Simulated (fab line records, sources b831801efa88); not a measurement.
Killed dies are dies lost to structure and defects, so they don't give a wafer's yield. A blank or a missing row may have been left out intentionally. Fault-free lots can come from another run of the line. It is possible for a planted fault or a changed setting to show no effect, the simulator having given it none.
Matching of chambers | flow gf180mcu | GF_V1_CMP_26 on cmp-02 has 4 sister chambers
The step polishes, stops on SiO2, t overpolish 15 s, target thk 0 nm. 8 wafers are shown with their chamber, then 9 later ones without.

== WAFERS, EACH WITH ITS CHAMBER ==
wafer  | chamber | motor current A (A) | time to endpoint s (s)
L396.1 | 0       | 11.5                | 80
L398.1 | 2       | 11.7                | 86
L398.5 | 0       | 11.5                | 82
L400.3 | 1       | 14.4                | 86
L400.6 | 3       | 9.7                 | 79
L406.1 | 2       | 12.0                | 81
L406.3 | 3       | 9.7                 | 80
L406.5 | 1       | 14.6                | 80

== WAFERS WITH NO CHAMBER GIVEN ==
wafer  | motor current A (A) | time to endpoint s (s)
L408.2 | 11.9                | 88
L408.4 | 14.9                | 86
L408.6 | 11.6                | 80
L413.1 | 14.7                | 86
L413.3 | 9.8                 | 85
L413.6 | 14.7                | 85
L414.1 | 10.8                | 83
L414.2 | 14.2                | 82
L414.4 | 11.9                | 84

== WHICH CHAMBER EACH WENT THROUGH ==
wafer  | from the rows above     | in truth
L408.2 | 2                       | 2
L408.4 | 1                       | 1
L408.6 | can't be placed: 0 or 2 | 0
L413.1 | 1                       | 1
L413.3 | 3                       | 3
L413.6 | 1                       | 1
L414.1 | 0                       | 0
L414.2 | 1                       | 1
L414.4 | 2                       | 2
Placed correctly: 8 of 9. From these rows, 1 cannot be placed; in 1 the true chamber is one of the candidates. Wrongly placed: 0.
How it was worked out, from the rows above alone: a wafer's distance from a chamber is the root of the sum, over the readings, of the square of ((its reading less the chamber's mean) divided by the reading's scatter). If the next closest chamber is less than 2 further off than the closest, the wafer can't be placed; otherwise it belongs to the closest. Each chamber's mean is taken over the wafers shown for it. The scatter is the square root of a quotient: the sum, over the shown wafers, of each reading's squared deviation from its chamber's mean, divided by wafers minus chambers.
